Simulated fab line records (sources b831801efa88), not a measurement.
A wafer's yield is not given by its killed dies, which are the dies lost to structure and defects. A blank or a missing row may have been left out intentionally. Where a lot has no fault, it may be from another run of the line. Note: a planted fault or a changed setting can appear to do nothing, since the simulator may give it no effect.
What tool caused it?    flow sky130    13 lots, 38 wafers sampled, at 3 steps of a route of 708

## WHAT THE GAUGES SHOWED, per wafer
SKY_CONTACT_CD_MEAS_14 targets a cd of 170 nm.
lot   measured      on         cd nm (nm)
L735  day 32 07:44  cd sem-02  171.6 172.4 172.1
L736  day 33 05:14  cd sem-01  170.6 171.0 169.7
L737  day 33 09:07  cd sem-01  169.0 168.7 168.5
L740  day 33 18:20  cd sem-01  171.3 172.2 170.7
L741  day 33 22:11  cd sem-02  170.0 170.4 170.9
L739  day 34 00:46  cd sem-02  171.0 170.7 172.1
L743  day 34 19:10  cd sem-01  169.8 170.7 170.1
L751  day 36 21:01  cd sem-02  102.0 169.9 169.5
L750  day 37 00:25  cd sem-02  102.8 102.6 170.4
L752  day 37 05:19  cd sem-02  105.2 171.3
L754  day 37 20:56  cd sem-01  173.3 173.0 172.0
L757  day 38 06:34  cd sem-01  168.1 169.4 169.8
L756  day 38 12:55  cd sem-01  167.6 169.4 166.4

## TOOL THAT RAN EACH LOT (tool first, then ch and the chambers of the sampled wafers, then the start)
lot   SKY_LI_CONTACT_SPUTTER_20     SKY_CONTACT_EXPOSE_11
L735  pvd sputter-01, day 29 22:08  krf scanner-01 ch 0, day 31 18:16
L736  pvd sputter-04, day 30 20:19  krf scanner-02 ch 0, day 32 15:56
L737  pvd sputter-01, day 31 00:09  krf scanner-02 ch 0, day 32 19:46
L740  pvd sputter-02, day 31 10:27  krf scanner-02 ch 0, day 33 05:29
L741  pvd sputter-02, day 31 14:04  krf scanner-02 ch 0, day 33 08:46
L739  pvd sputter-01, day 31 15:30  krf scanner-01 ch 0, day 33 11:34
L743  pvd sputter-04, day 32 12:01  krf scanner-01 ch 0, day 34 05:58
L751  pvd sputter-01, day 34 13:51  krf scanner-01 ch 0, day 36 08:02
L750  pvd sputter-04, day 34 18:23  krf scanner-01 ch 0, day 36 11:56
L752  pvd sputter-01, day 34 22:51  krf scanner-01 ch 0, day 36 16:19
L754  pvd sputter-01, day 35 14:57  krf scanner-02 ch 0, day 37 08:31
L757  pvd sputter-04, day 36 00:21  krf scanner-02 ch 0, day 37 18:36
L756  pvd sputter-02, day 36 04:09  krf scanner-02 ch 0, day 38 00:59
- SKY_LI_CONTACT_SPUTTER_20: material TiN, target thk 20 nm, time 80 s.
- SKY_CONTACT_EXPOSE_11: exposes mask CTM1, target cd 170 nm.

## AS READ BY THE TOOLS THEMSELVES (means over the sampled wafers that have a number; for cases with no such wafer, the mark the record gives instead)
SKY_LI_CONTACT_SPUTTER_20.
lot   tool            throttle valve pct (%)
L735  pvd sputter-01  30.8
L736  pvd sputter-04  28.6
L737  pvd sputter-01  29.6
L740  pvd sputter-02  28.6
L741  pvd sputter-02  28.8
L739  pvd sputter-01  30.6
L743  pvd sputter-04  29.6
L751  pvd sputter-01  29.7
L750  pvd sputter-04  29.1
L752  pvd sputter-01  32.1
L754  pvd sputter-01  29.6
L757  pvd sputter-04  29.1
L756  pvd sputter-02  28.6

SKY_CONTACT_EXPOSE_11.
lot   tool            exposure dose mJ cm2  focus offset nm (nm)
L735  krf scanner-01  37.98                 0.7
L736  krf scanner-02  37.97                 -0.3
L737  krf scanner-02  37.98                 -0.1
L740  krf scanner-02  38.02                 0.0
L741  krf scanner-02  37.95                 1.2
L739  krf scanner-01  38.02                 0.0
L743  krf scanner-01  38.05                 0.1
L751  krf scanner-01  37.98                 -0.8
L750  krf scanner-01  37.97                 0.3
L752  krf scanner-01  38.00                 0.2
L754  krf scanner-02  38.03                 -0.2
L757  krf scanner-02  38.00                 -0.6
L756  krf scanner-02  37.96                 0.7

## THE ANSWER, worked out from the rows above alone
Rule: the usual values come from the lots themselves. Put in order of their means at a reading, lots are off if they are a third of the lots or fewer, leave a main group of 4 or more, and stand apart from it by a gap of 3 or more times the standard deviation of the main group's means; of several such gaps the widest counts. Not used: any main group whose means are identical at the precision the tables above print for the reading. A lot without any number at a reading at which 4 lots or more have one is off too. Any other lot the step has rows for is counted as sound. The gauges are gone through in route order, then the tools' own readings, and for those a lot's mean is taken as printed above. The first step at which some lot is off is used, and at that step the reading that is off furthest; a lot without a number counts as furthest.
Off: L751, L750, L752 (SKY_CONTACT_CD_MEAS_14, cd nm). The main group has a mean of 170.4 nm with a standard deviation of 1.5.
A tool fits if, at a process step before that reading, it ran every lot that is off, and no sound lot after the first of them. Gauges at SKY_CONTACT_CD_MEAS_14: tried the same way as those tools. Can't be told from this: 2 tools fit, krf scanner-01 at SKY_CONTACT_EXPOSE_11, cd sem-02 at SKY_CONTACT_CD_MEAS_14.

## WHAT THE SIMULATOR HAD PUT IN
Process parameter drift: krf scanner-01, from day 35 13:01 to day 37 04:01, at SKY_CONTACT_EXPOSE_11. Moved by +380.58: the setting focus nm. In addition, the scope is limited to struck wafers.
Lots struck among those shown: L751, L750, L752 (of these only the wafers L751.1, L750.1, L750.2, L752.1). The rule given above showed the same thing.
